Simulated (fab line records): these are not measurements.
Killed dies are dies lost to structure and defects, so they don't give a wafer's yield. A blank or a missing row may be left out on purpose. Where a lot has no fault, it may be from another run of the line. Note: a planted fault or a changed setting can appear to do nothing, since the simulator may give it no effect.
fab line records	flow sky130
[record] lots = 7	wafers = 21	last-day = 50
route steps=708 shown VIA3@588 METAL4@598 PAD_OPEN@708
lots that met no fault: from a run of the same line without faults
start-h: hours from the record's first day to the start of the lot's first wafer shown	wait-h: hours elapsed since this lot's preceding step	" as in the row above	L1.1+2: several wafers, shown together as one row	- value missing, or start not given	* or withheld: withheld	< > ~ a bound
route shown NAME@n: NAME is a module with steps in the file, n the number in the route of the first one	usual: the fault-free wafers' mean and standard deviation	same: alike in all rows	chamber/n: place in a boat	sites: the reading at each site	_std_site: standard deviation of those values	_edge_site: outer sites' mean less inner sites'	radius-mm: for every site, how far away it sits from the centre of the wafer	mask NAME#n: copy n	behind: the tool/chamber that last shaped the wafer	hold: cause of the lot's hold/its duration in hours/its outcome	device: transistor that didn't switch, given as n, p or np	end of line: the tests these same wafers got at the end of their route	for a step that has no rows: nothing shown but its recipe	killed: count of dies lost to structure and defects at first sort (not the wafer's yield)	map: a wafer's dies, marking killed ones x, the rest . and places with no die _
set.NAME: the setting that was run; set.NAME@STEP: the one run at that earlier step	model.NAME: the simulator's own value behind a step, which no gauge read
lots at selected steps of the route; one table per step, one row per wafer
services: a tool's chamber out of use, with start hour (start-h, from the record's first day; less than 0 if before it), hours out, and reason
[[steps]]
[step SKY_VIA3_ETCH_15]
[recipe] target = SiO2	chemistry = C4F8/O2/Ar	target-depth-nm = 507	stop-on = TiN	mask-material = KrF-thick	source-w = 1500	bias-w = 1200	pressure-mtorr = 40	c4f8-flow-sccm = withheld	O2_flow_sccm = 6	Ar_flow_sccm = 300	time-s = 78
[step SKY_VIA3_STRIP_16]
[recipe] chemistry = O2/N2	power-w = 1400	pressure-mtorr = 1500	platen-temp-c = withheld	o2-flow-sccm = 3000	n2-flow-sccm = 300	overash-fraction = 0.5
[usual] chamber-pressure-mTorr = 1499.9/1.3	drypump-motor-current-A = 5.8/0.43	oes-product-au = 0.402/0.0051	strip-time-to-endpoint-s = 4.132/0.03
lot.wafer	tool	chamber	start-h	wait-h	chamber-pressure-mTorr	drypump-motor-current-A	oes-product-au	rf-hours-counter-h	strip-time-to-endpoint-s
L266.1	plasma-asher-04	1	974.79	0.0	1502.7	6.3	0.400	18	4.091
L266.2	"	0	"	"	1499.4	6.2	0.409	18	4.086
L266.3	"	0	"	"	1500.4	6.2	0.408	-	4.114
L265.2	plasma-asher-01	0	976.54	0.0	1498.1	5.3	0.395	123	4.097
L265.5	"	1	"	"	1500.3	5.4	0.387	-	4.088
L265.6	"	0	"	"	1497.5	5.2	0.401	-	4.174
L267.4	plasma-asher-01	0	983.13	0.1	1498.3	5.3	0.413	-	4.173
L267.5	"	1	"	"	1497.7	5.5	0.394	-	4.101
L267.6	"	0	"	"	1500.9	5.2	0.388	-	4.052
L269.1	plasma-asher-02	0	995.05	0.0	1501.5	5.6	0.396	75	4.150
L269.3	"	1	"	"	1500.9	5.6	0.401	-	4.144
L269.5	"	1	"	"	1497.2	5.7	0.414	-	4.059
L278.3	plasma-asher-04	0	1059.58	0.1	1502.9	6.3	0.406	-	4.132
L278.5	"	1	"	"	1501.3	6.3	0.397	-	4.074
L278.6	"	0	"	"	1500.4	6.3	0.400	-	4.114
L279.2	plasma-asher-01	1	1069.35	0.0	1500.9	5.4	0.402	0	4.166
L279.3	"	0	"	"	1500.8	5.3	0.405	-	4.180
L279.4	"	1	"	"	1501.7	5.4	0.400	-	4.093
L280.3	plasma-asher-04	1	1069.93	0.1	1499.7	6.3	0.404	-	4.166
L280.5	"	1	"	"	1498.8	6.3	0.397	-	4.147
L280.6	"	0	"	"	1499.3	6.2	0.401	-	4.103
[step SKY_VIA3_STRIP_17]
[recipe] chemistry = post-etch-residue-remover	time-s = 1200	temp-c = 72.5
[step SKY_VIA3_CLEAN_18]
[recipe] chemistry = IPA	time-s = 180	temp-c = 25
[step SKY_VIA3_CLEAN_19]
[recipe] chemistry = O3/DIW	dry = n2-spin
[step SKY_VIA3_SPUTTER_20]
[recipe] material = TiN	target-thk-nm = 20	chamber-pressure-pa = 4.812	power-w = 4000	time-s = 80
[usual] cathode-dc-power-W = 3999.9/0.72	chamber-pressure-pa = 4.812/0.01	throttle-valve-pct = 30.8/1.1
lot.wafer	tool	chamber	start-h	wait-h	cathode-dc-power-W	chamber-pressure-pa	throttle-valve-pct
L266.1	pvd-sputter-03	-	975.42	0.0	3999.0	4.827	29.8
L266.2	"	-	"	"	3999.4	4.816	32.2
L266.3	"	-	"	"	3999.8	4.810	30.5
L265.2	pvd-sputter-04	-	977.17	0.0	3999.3	4.795	31.5
L265.5	"	-	"	"	3999.3	4.805	31.0
L265.6	"	-	"	"	4000.5	4.784	31.2
L267.4	pvd-sputter-03	-	983.69	0.0	4000.5	4.796	30.4
L267.5	"	-	"	"	4000.3	4.801	30.4
L267.6	"	-	"	"	3998.4	4.800	32.2
L269.1	pvd-sputter-03	-	995.64	0.0	3999.3	4.809	32.7
L269.3	"	-	"	"	3999.5	4.825	29.4
L269.5	"	-	"	"	3999.9	4.802	32.3
L278.3	pvd-sputter-04	-	1060.15	0.0	3999.2	4.822	31.6
L278.5	"	-	"	"	4000.0	4.806	29.6
L278.6	"	-	"	"	4001.3	4.811	30.8
L279.2	pvd-sputter-03	-	1069.94	0.0	4001.0	4.791	30.5
L279.3	"	-	"	"	4000.1	4.816	32.8
L279.4	"	-	"	"	4001.2	4.812	32.0
L280.3	pvd-sputter-04	-	1070.49	0.0	3999.4	4.813	31.1
L280.5	"	-	"	"	3999.3	4.805	31.1
L280.6	"	-	"	"	4000.7	4.815	31.4
[step SKY_VIA3_CVD_21]
[recipe] material = W	target-thk-nm = 390	time-s = 117.31	temp-c = 400	pressure-torr = 40
[usual] heater-power-w = 774/48
lot.wafer	tool	chamber	start-h	wait-h	heater-power-w
L266.1	cvd-w-02	0	975.48	0.0	776
L266.2	"	1	"	"	753
L266.3	"	1	"	"	757
L265.2	cvd-w-01	1	977.23	0.0	740
L265.5	"	1	"	"	737
L265.6	"	0	"	"	883
L267.4	cvd-w-02	1	983.80	0.1	753
L267.5	"	0	"	"	769
L267.6	"	1	"	"	745
L269.1	cvd-w-01	1	995.70	0.0	757
L269.3	"	0	"	"	870
L269.5	"	1	"	"	744
L278.3	cvd-w-02	1	1060.26	0.1	768
L278.5	"	1	"	"	729
L278.6	"	0	"	"	768
L279.2	cvd-w-01	1	1070.00	0.0	747
L279.3	"	1	"	"	740
L279.4	"	0	"	"	865
L280.3	cvd-w-02	1	1070.59	0.1	756
L280.5	"	0	"	"	763
L280.6	"	1	"	"	741
[step SKY_VIA3_RS_MEAS_22]
[recipe] thk-meas-gauge = four-point-probe	reads = W_of_VIA3_CVD_21+TiN_of_VIA3_SPUTTER_20
[usual] VIA3_W_RS = 0.295/0.0036
lot.wafer	tool	chamber	start-h	wait-h	VIA3_W_RS[ohm/sq]
L266.1	film-metro-04	-	975.60	0.1	0.300
L266.2	"	-	"	"	0.295
L266.3	"	-	"	"	0.290
L265.2	film-metro-02	-	977.37	0.1	0.292
L265.5	"	-	"	"	0.289
L265.6	"	-	"	"	0.293
L267.4	film-metro-03	-	983.94	0.1	0.297
L267.5	"	-	"	"	0.300
L267.6	"	-	"	"	0.294
L269.1	film-metro-03	-	995.82	0.1	0.292
L269.3	"	-	"	"	0.294
L269.5	"	-	"	"	0.295
L278.3	film-metro-04	-	1060.38	0.1	0.291
L278.5	"	-	"	"	0.292
L278.6	"	-	"	"	0.294
L279.2	film-metro-03	-	1070.14	0.1	0.296
L279.3	"	-	"	"	0.297
L279.4	"	-	"	"	0.303
L280.3	film-metro-03	-	1070.71	0.1	0.300
L280.5	"	-	"	"	0.298
L280.6	"	-	"	"	0.299
[step SKY_VIA3_THK_MEAS_23]
[recipe] thk-meas-gauge = xrf	reads = W_of_VIA3_CVD_21
[usual] VIA3_W_THK = 381/6.6
lot.wafer	tool	chamber	start-h	wait-h	VIA3_W_THK[nm]
L266.1	film-metro-04	-	975.72	0.1	376
L266.2	"	-	"	"	382
L266.3	"	-	"	"	386
L265.2	film-metro-02	-	977.48	0.1	387
L265.5	"	-	"	"	391
L265.6	"	-	"	"	387
L267.4	film-metro-03	-	984.03	0.1	372
L267.5	"	-	"	"	371
L267.6	"	-	"	"	378
L269.1	film-metro-03	-	995.94	0.1	376
L269.3	"	-	"	"	376
L269.5	"	-	"	"	376
L278.3	film-metro-04	-	1060.48	0.1	387
L278.5	"	-	"	"	386
L278.6	"	-	"	"	387
L279.2	film-metro-03	-	1070.25	0.1	377
L279.3	"	-	"	"	375
L279.4	"	-	"	"	367
L280.3	film-metro-03	-	1070.81	0.1	369
L280.5	"	-	"	"	372
L280.6	"	-	"	"	372
[step SKY_VIA3_CMP_24]
[recipe] stop-on = SiO2	t-overpolish-s = 20	down-force-psi = 3.5	platen-rpm = 60	target-thk-nm = 0	pad-velocity-m-s = 0.94248
[step SKY_METAL4_SPUTTER_00]
[recipe] material = Ti	target-thk-nm = 15	power-w = 3000	time-s = 10	chamber-pressure-pa = 0.4
[step SKY_METAL4_SPUTTER_01]
[recipe] material = TiN	target-thk-nm = 20	power-w = 6500	time-s = 16.44	chamber-pressure-pa = 0.4
[usual] cathode-dc-power-W = 6499.9/1.1	chamber-pressure-pa = 0.4000/0.00082	throttle-valve-pct = 30.4/0.78
lot.wafer	tool	chamber	start-h	wait-h	cathode-dc-power-W	chamber-pressure-pa	throttle-valve-pct
L266.1	pvd-sputter-01	-	976.10	0.0	6497.4	0.3989	29.2
L266.2	"	-	"	"	6499.5	0.3987	31.1
L266.3	"	-	"	"	6498.8	0.3996	30.4
L265.2	pvd-sputter-02	-	977.85	0.0	6499.8	0.4001	30.0
L265.5	"	-	"	"	6501.6	0.4007	30.3
L265.6	"	-	"	"	6499.5	0.3997	30.2
L267.4	pvd-sputter-04	-	984.38	0.0	6499.9	0.4000	29.6
L267.5	"	-	"	"	6502.3	0.3993	31.1
L267.6	"	-	"	"	6499.2	0.4001	31.1
L269.1	pvd-sputter-01	-	996.32	0.0	6501.6	0.4004	31.1
L269.3	"	-	"	"	6499.8	0.3985	30.5
L269.5	"	-	"	"	6499.2	0.4001	29.3
L278.3	pvd-sputter-04	-	1060.84	0.0	6498.2	0.3988	29.9
L278.5	"	-	"	"	6501.5	0.4000	31.6
L278.6	"	-	"	"	6500.1	0.3995	31.4
L279.2	pvd-sputter-02	-	1070.62	0.0	6499.5	0.4000	31.4
L279.3	"	-	"	"	6500.7	0.3993	30.0
L279.4	"	-	"	"	6499.6	0.4006	29.9
L280.3	pvd-sputter-04	-	1071.18	0.0	6498.4	0.3999	31.6
L280.5	"	-	"	"	6500.9	0.3994	30.7
L280.6	"	-	"	"	6498.8	0.4007	31.2
[step SKY_METAL4_SPUTTER_02]
[recipe] material = AlCu	target-thk-nm = 735	power-w = 10600	time-s = 39.1	chamber-pressure-pa = 0.4
[usual] cathode-dc-power-W = 10600/1.9	chamber-pressure-pa = 0.3998/0.00087	throttle-valve-pct = 30.4/0.77
lot.wafer	tool	chamber	start-h	wait-h	cathode-dc-power-W	chamber-pressure-pa	throttle-valve-pct
L266.1	pvd-sputter-01	-	976.13	0.0	10600	0.4006	29.1
L266.2	"	-	"	"	10599	0.3999	30.9
L266.3	"	-	"	"	10601	0.3994	30.7
L265.2	pvd-sputter-02	-	977.88	0.0	-	-	-
L265.5	"	-	"	"	-	-	-
L265.6	"	-	"	"	-	-	-
L267.4	pvd-sputter-04	-	984.41	0.0	-	-	-
L267.5	"	-	"	"	-	-	-
L267.6	"	-	"	"	-	-	-
L269.1	pvd-sputter-01	-	996.35	0.0	-	-	-
L269.3	"	-	"	"	-	-	-
L269.5	"	-	"	"	-	-	-
L278.3	pvd-sputter-04	-	1060.87	0.0	10603	0.3991	29.9
L278.5	"	-	"	"	10597	0.3993	31.4
L278.6	"	-	"	"	10603	0.3993	31.3
L279.2	pvd-sputter-02	-	1070.65	0.0	10600	0.4009	31.8
L279.3	"	-	"	"	10596	0.4019	29.9
L279.4	"	-	"	"	10601	0.3990	30.0
L280.3	pvd-sputter-04	-	1071.20	0.0	10596	0.3998	31.3
L280.5	"	-	"	"	10599	0.4017	31.0
L280.6	"	-	"	"	10600	0.4012	31.2
[step SKY_METAL4_SPUTTER_03]
[recipe] material = Ti	target-thk-nm = 5	power-w = 3000	time-s = 3.3	chamber-pressure-pa = 0.4
[usual] cathode-dc-power-W = 2999.9/0.49	chamber-pressure-pa = 0.3999/0.00088	throttle-valve-pct = 30.4/0.77
lot.wafer	tool	chamber	start-h	wait-h	cathode-dc-power-W	chamber-pressure-pa	throttle-valve-pct
L266.1	pvd-sputter-01	-	976.17	0.0	2999.7	0.4006	29.3
L266.2	"	-	"	"	2999.5	0.4004	31.1
L266.3	"	-	"	"	2999.1	0.3999	30.7
L265.2	pvd-sputter-02	-	977.92	0.0	3000.4	0.3993	30.1
L265.5	"	-	"	"	2999.4	0.3997	30.3
L265.6	"	-	"	"	3000.3	0.4015	29.9
L267.4	pvd-sputter-04	-	984.45	0.0	3000.2	0.4014	29.5
L267.5	"	-	"	"	3000.3	0.3997	31.2
L267.6	"	-	"	"	3000.4	0.3983	31.1
L269.1	pvd-sputter-01	-	996.39	0.0	3000.0	0.4008	31.2
L269.3	"	-	"	"	2999.4	0.3997	30.7
L269.5	"	-	"	"	3000.7	0.4005	29.1
L278.3	pvd-sputter-04	-	1060.91	0.0	3000.6	0.3981	29.8
L278.5	"	-	"	"	3000.3	0.4009	31.3
L278.6	"	-	"	"	2999.3	0.3998	31.3
L279.2	pvd-sputter-02	-	1070.69	0.0	3000.4	0.4003	31.9
L279.3	"	-	"	"	3000.3	0.3993	30.1
L279.4	"	-	"	"	2999.7	0.4006	30.3
L280.3	pvd-sputter-04	-	1071.24	0.0	3000.3	0.3994	31.0
L280.5	"	-	"	"	2999.4	0.4001	30.8
L280.6	"	-	"	"	2999.3	0.4005	31.2
[step SKY_PAD_OPEN_PROBE_99]
[usual] defect-limited-yield = 82.6/1.9	killed_at_M0_to_M3 = 42/7	killed_at_M4_up = 3.2/1.6	killed-at-contacts = 24/5.8	killed-at-front-end = 16/4.3	killed-at-other = 0.3/0.62	killed-dies = 86/9.5	killed-on-rim = 17/3.7	killed-open = 46/6.4	killed-short = 39/6.3	sort_bin_3_pad_short = 0.9/0.43	sort_bin_5_function = 10.5/1.4	sort_bin_6_memory = 6.1/1.2	sort-n-pass = 406/9.5	sort-yield-pct = 82.6/1.9
[same] gross-dies = 492	killed-at-back-side = 0	sort_bin_4_leakage[%] = 0	sort_bin_8_speed[%] = 0
lot.wafer	tool	chamber	start-h	wait-h	defect-limited-yield[%]	killed_at_M0_to_M3	killed_at_M4_up	killed-at-contacts	killed-at-front-end	killed-at-other	killed-dies	killed-on-rim	killed-open	killed-short	sort_bin_3_pad_short[%]	sort_bin_5_function[%]	sort_bin_6_memory[%]	sort-n-pass	sort-yield-pct[%]
L266.1	prober-01	-	1114.38	0.1	79.3	56	2	30	14	0	102	13	53	48	0.6	12.8	7.3	390	79.3
L266.2	prober-01	-	1114.43	0.1	85.8	32	2	25	10	1	70	15	34	36	1.6	7.1	5.5	422	85.8
L266.3	prober-01	-	1114.48	0.2	81.9	44	4	19	22	0	89	13	48	40	1.0	11.4	5.7	403	81.9
L265.2	prober-02	-	1116.57	0.1	0	49	403	26	14	0	492	96	47	44	1.4	93.3	5.3	0	0
L265.5	prober-02	-	1116.72	0.2	0	47	404	31	10	0	492	96	46	45	1.2	92.1	6.7	0	0
L265.6	prober-02	-	1116.77	0.2	0	41	418	20	13	0	492	96	36	41	1.0	93.3	5.7	0	0
L267.4	prober-01	-	1121.85	0.2	0	30	419	26	17	0	492	96	41	37	1.0	93.1	5.9	0	0
L267.5	prober-01	-	1121.90	0.2	0	38	420	23	11	0	492	96	38	35	0.8	94.1	5.1	0	0
L267.6	prober-01	-	1121.95	0.2	0	41	408	22	21	0	492	96	42	46	0.8	92.9	6.3	0	0
L269.1	prober-02	-	1132.97	0.1	0	37	420	21	14	0	492	96	48	30	0.8	94.3	4.9	0	0
L269.3	prober-02	-	1133.07	0.2	0	38	408	27	18	1	492	96	42	44	1.2	93.5	5.3	0	0
L269.5	prober-02	-	1133.17	0.2	0	38	394	42	18	0	492	96	64	38	1.2	90.4	8.3	0	0
L278.3	prober-02	-	1183.42	0.2	81.3	54	3	20	15	0	92	15	51	41	1.8	10.4	6.5	400	81.3
L278.5	prober-02	-	1183.52	0.2	83.1	38	5	21	19	0	83	19	40	42	1.0	11.4	4.5	409	83.1
L278.6	prober-02	-	1183.57	0.2	85.0	37	5	19	13	0	74	18	46	28	0	9.1	5.9	418	85.0
L279.2	prober-01	-	1187.22	0.1	84.6	41	2	21	12	0	76	16	49	27	0	10.6	4.9	416	84.6
L279.3	prober-01	-	1187.27	0.2	80.5	40	4	29	23	0	96	27	47	49	0.4	11.8	7.3	396	80.5
L279.4	prober-01	-	1187.32	0.2	80.3	43	4	31	17	2	97	19	47	50	1.6	11.4	6.7	395	80.3
L280.3	prober-02	-	1188.91	0.2	82.5	35	6	30	15	0	86	15	42	44	0.4	10.2	6.9	406	82.5
L280.5	prober-02	-	1189.01	0.2	81.3	42	3	24	23	0	92	18	46	46	1.4	11.4	5.9	400	81.3
L280.6	prober-02	-	1189.06	0.2	82.3	45	3	21	16	2	87	21	40	46	0.4	11.4	5.9	405	82.3
// killed by level:class
L266.1 CONTACT:geometric-particle:open=9 METAL2:geometric-particle:short=9 VIA1:geometric-particle:short=8 VIA1:geometric-particle:open=8 LI_CONTACT:geometric-particle:open=7 VIA2:geometric-particle:open=7 LI_CONTACT:geometric-particle:short=6 VIA2:geometric-particle:short=6
L266.2 CONTACT:geometric-particle:open=9 VIA1:geometric-particle:short=8 LI_CONTACT:geometric-particle:open=7 CONTACT:geometric-particle:short=5 METAL1:geometric-particle:short=5 VIA3:geometric-particle:open=4 VIA2:geometric-particle:open=4 FIELD_ISO:geometric-particle:short=3
L266.3 VIA1:geometric-particle:open=12 VIA2:geometric-particle:open=7 CONTACT:geometric-particle:short=6 CONTACT:geometric-particle:open=6 VIA3:geometric-particle:short=6 POLY_GATE:geometric-particle:open=5 VIA3:geometric-particle:open=5 POLY_GATE:geometric-particle:short=4
L265.2 METAL4:area-sputter=401 VIA3:geometric-particle:open=13 LI_CONTACT:geometric-particle:open=7 CONTACT:geometric-particle:open=7 POLY_GATE:geometric-particle:short=6 LOCAL_INTERCONNECT:geometric-particle:short=6 METAL1:geometric-particle:short=6 VIA1:geometric-particle:short=6
L265.5 METAL4:area-sputter=401 LI_CONTACT:geometric-particle:open=9 VIA3:geometric-particle:open=9 VIA1:geometric-particle:open=9 LOCAL_INTERCONNECT:geometric-particle:short=7 CONTACT:geometric-particle:open=7 METAL1:geometric-particle:short=6 METAL2:geometric-particle:short=6
L265.6 METAL4:area-sputter=415 METAL1:geometric-particle:short=9 VIA1:geometric-particle:open=8 CONTACT:geometric-particle:open=8 METAL2:geometric-particle:short=6 FIELD_ISO:geometric-particle:short=5 LI_CONTACT:geometric-particle:open=5 METAL3:geometric-particle:short=5
L267.4 METAL4:area-sputter=414 VIA2:geometric-particle:open=9 LI_CONTACT:geometric-particle:open=7 CONTACT:geometric-particle:open=6 POLY_GATE:geometric-particle:short=5 LOCAL_INTERCONNECT:geometric-particle:short=5 FIELD_ISO:geometric-particle:open=4 POLY_GATE:geometric-particle:open=4
L267.5 METAL4:area-sputter=419 VIA3:geometric-particle:open=9 CONTACT:geometric-particle:open=7 FIELD_ISO:geometric-particle:short=6 LOCAL_INTERCONNECT:geometric-particle:short=5 CONTACT:geometric-particle:short=5 VIA2:geometric-particle:open=5 VIA1:geometric-particle:open=5
L267.6 METAL4:area-sputter=404 LI_CONTACT:geometric-particle:open=10 FIELD_ISO:geometric-particle:short=8 METAL1:geometric-particle:short=7 VIA2:geometric-particle:open=6 METAL2:geometric-particle:short=5 VIA1:geometric-particle:open=5 VIA3:geometric-particle:open=5
L269.1 METAL4:area-sputter=414 VIA1:geometric-particle:open=8 LI_CONTACT:geometric-particle:open=8 CONTACT:geometric-particle:open=7 METAL1:geometric-particle:short=7 FIELD_ISO:geometric-particle:open=6 VIA3:geometric-particle:open=6 VIA2:geometric-particle:open=6
L269.3 METAL4:area-sputter=406 VIA3:geometric-particle:open=10 LI_CONTACT:geometric-particle:open=8 CONTACT:geometric-particle:open=7 LOCAL_INTERCONNECT:geometric-particle:short=6 FIELD_ISO:geometric-particle:open=5 FIELD_ISO:geometric-particle:short=5 CONTACT:geometric-particle:short=4
L269.5 METAL4:area-sputter=390 LI_CONTACT:geometric-particle:open=14 CONTACT:geometric-particle:open=12 VIA2:geometric-particle:open=12 FIELD_ISO:geometric-particle:open=6 CONTACT:geometric-particle:short=6 LI_CONTACT:geometric-particle:short=5 LOCAL_INTERCONNECT:geometric-particle:short=5
L278.3 CONTACT:geometric-particle:open=14 VIA2:geometric-particle:open=11 VIA1:geometric-particle:open=9 METAL1:geometric-particle:short=8 METAL2:geometric-particle:short=6 FIELD_ISO:geometric-particle:short=5 VIA3:geometric-particle:open=5 CONTACT:geometric-particle:short=4
L278.5 VIA1:geometric-particle:open=8 CONTACT:geometric-particle:open=7 METAL2:geometric-particle:short=7 CONTACT:geometric-particle:short=6 VIA3:geometric-particle:open=6 FIELD_ISO:geometric-particle:short=5 VIA2:geometric-particle:open=5 LI_CONTACT:geometric-particle:open=4
L278.6 VIA1:geometric-particle:open=12 CONTACT:geometric-particle:open=11 FIELD_ISO:geometric-particle:open=5 METAL1:geometric-particle:short=5 VIA2:geometric-particle:open=5 METAL4:geometric-particle:short=4 VIA3:geometric-particle:open=4 POLY_GATE:geometric-particle:short=3
L279.2 VIA1:geometric-particle:open=12 CONTACT:geometric-particle:open=10 VIA3:geometric-particle:open=6 LI_CONTACT:geometric-particle:open=5 VIA2:geometric-particle:open=5 FIELD_ISO:geometric-particle:short=4 METAL1:geometric-particle:short=4 METAL2:geometric-particle:short=4
L279.3 VIA1:geometric-particle:open=12 CONTACT:geometric-particle:open=9 FIELD_ISO:geometric-particle:open=7 CONTACT:geometric-particle:short=7 POLY_GATE:geometric-particle:short=6 LI_CONTACT:geometric-particle:short=6 VIA1:geometric-particle:short=6 VIA3:geometric-particle:open=5
L279.4 CONTACT:geometric-particle:open=9 VIA1:geometric-particle:open=9 CONTACT:geometric-particle:short=8 VIA3:geometric-particle:open=7 LI_CONTACT:geometric-particle:open=5 FIELD_ISO:geometric-particle:short=5 LI_CONTACT:geometric-particle:short=5 METAL1:geometric-particle:short=5
L280.3 VIA1:geometric-particle:open=9 CONTACT:geometric-particle:open=8 LI_CONTACT:geometric-particle:open=8 CONTACT:geometric-particle:short=7 VIA3:geometric-particle:short=7 VIA1:geometric-particle:short=5 VIA3:geometric-particle:open=4 FIELD_ISO:geometric-particle:open=3
L280.5 CONTACT:geometric-particle:open=10 VIA1:geometric-particle:short=10 FIELD_ISO:geometric-particle:short=8 VIA3:geometric-particle:open=7 LI_CONTACT:geometric-particle:open=6 VIA1:geometric-particle:open=6 VIA2:geometric-particle:open=6 FIELD_ISO:geometric-particle:open=5
L280.6 CONTACT:geometric-particle:open=10 METAL1:geometric-particle:short=8 VIA1:geometric-particle:open=7 VIA2:geometric-particle:open=7 VIA3:geometric-particle:short=6 METAL2:geometric-particle:short=5 FIELD_ISO:geometric-particle:short=4 VIA2:geometric-particle:short=4
// map L265.2 (x killed, . not)
__________xxxxxxxxxx_________
________xxxxxxxxxxxxxx_______
______xxxxxxxxxxxxxxxxxx_____
_____xxxxxxxxxxxxxxxxxxxx____
____xxxxxxxxxxxxxxxxxxxxxx___
___xxxxxxxxxxxxxxxxxxxxxxxx__
__xxxxxxxxxxxxxxxxxxxxxxxxxx_
_xxxxxxxxxxxxxxxxxxxxxxxxxxxx
_xxxxxxxxxxxxxxxxxxxxxxxxxxxx
_xxxxxxxxxxxxxxxxxxxxxxxxxxxx
_xxxxxxxxxxxxxxxxxxxxxxxxxxxx
_xxxxxxxxxxxxxxxxxxxxxxxxxxxx
_xxxxxxxxxxxxxxxxxxxxxxxxxxxx
_xxxxxxxxxxxxxxxxxxxxxxxxxxxx
_xxxxxxxxxxxxxxxxxxxxxxxxxxxx
__xxxxxxxxxxxxxxxxxxxxxxxxxx_
___xxxxxxxxxxxxxxxxxxxxxxxx__
____xxxxxxxxxxxxxxxxxxxxxx___
_____xxxxxxxxxxxxxxxxxxxx____
______xxxxxxxxxxxxxxxxxx_____
________xxxxxxxxxxxxxx_______
__________xxxxxxxxxx_________
// map L267.4 (x killed, . not)
__________xxxxxxxxxx_________
________xxxxxxxxxxxxxx_______
______xxxxxxxxxxxxxxxxxx_____
_____xxxxxxxxxxxxxxxxxxxx____
____xxxxxxxxxxxxxxxxxxxxxx___
___xxxxxxxxxxxxxxxxxxxxxxxx__
__xxxxxxxxxxxxxxxxxxxxxxxxxx_
_xxxxxxxxxxxxxxxxxxxxxxxxxxxx
_xxxxxxxxxxxxxxxxxxxxxxxxxxxx
_xxxxxxxxxxxxxxxxxxxxxxxxxxxx
_xxxxxxxxxxxxxxxxxxxxxxxxxxxx
_xxxxxxxxxxxxxxxxxxxxxxxxxxxx
_xxxxxxxxxxxxxxxxxxxxxxxxxxxx
_xxxxxxxxxxxxxxxxxxxxxxxxxxxx
_xxxxxxxxxxxxxxxxxxxxxxxxxxxx
__xxxxxxxxxxxxxxxxxxxxxxxxxx_
___xxxxxxxxxxxxxxxxxxxxxxxx__
____xxxxxxxxxxxxxxxxxxxxxx___
_____xxxxxxxxxxxxxxxxxxxx____
______xxxxxxxxxxxxxxxxxx_____
________xxxxxxxxxxxxxx_______
__________xxxxxxxxxx_________
[[services]]
tool	chamber	start-h	hours	kind
pvd-sputter-04	0	958.13	-	consumable-replace:kit
pvd-sputter-04	0	958.13	18.0	scheduled-down
pvd-sputter-04	0	958.13	18.0	vent-cycle
pvd-sputter-03	-	964.83	8.9	repair
plasma-asher-04	-	970.51	0.4	repair
pvd-sputter-04	-	973.51	3.5	repair
cvd-w-02	0	975.87	4.4	repair
pvd-sputter-03	-	977.73	3.6	repair
plasma-asher-02	-	979.35	2.6	repair
pvd-sputter-02	2	979.43	-	consumable-replace:kit
pvd-sputter-02	2	979.43	18.0	scheduled-down
pvd-sputter-02	2	979.43	18.0	vent-cycle
plasma-asher-04	-	991.35	2.8	pm
pvd-sputter-02	-	992.35	1.5	repair
pvd-sputter-02	-	1007.09	0.6	repair
cvd-w-01	1	1008.71	3.2	repair
pvd-sputter-03	-	1021.54	1.8	repair
pvd-sputter-01	2	1040.79	-	consumable-replace:kit
plasma-asher-04	-	1046.86	0.4	repair
cvd-w-01	0	1050.28	17.2	repair
plasma-asher-01	-	1055.25	9.0	pm
pvd-sputter-01	-	1057.13	1.6	repair
plasma-asher-04	-	1060.92	2.8	repair
pvd-sputter-02	-	1065.23	5.1	repair
[[key]]
[first-sign] step = SKY_METAL4_SPUTTER_02	reading = tool-record	direction = missing
[effect] step = SKY_PAD_OPEN_PROBE_99	reading = killed_at_M4_up	direction = up	sigmas = 99+	usual = 3.2	struck = 410.4
[more-kills-born-at] SKY_METAL4_SPUTTER_02@pvd-sputter-04 = 1237	SKY_METAL4_SPUTTER_02@pvd-sputter-02 = 1217	SKY_METAL4_SPUTTER_02@pvd-sputter-01 = 1210
met-at SKY_METAL4_SPUTTER_02
struck-wafers L265.2,L265.5,L265.6,L267.4,L267.5,L267.6,L269.1,L269.3,L269.5
later-rows-left-out L265.2,L265.5,L265.6,L267.4,L267.5,L267.6,L269.1,L269.3,L269.5
onset-between 976.13 977.88
[fault] kind = skipped-step-whole	tool = pvd-sputter-01,pvd-sputter-02,pvd-sputter-04	chamber = -	onset-h = 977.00	steps = SKY_METAL4_SPUTTER_02	scope = struck-lots-only
// later-rows-left-out: the simulator's readings of these wafers behind a module that went badly wrong aren't trusted and aren't shown, but for the sort
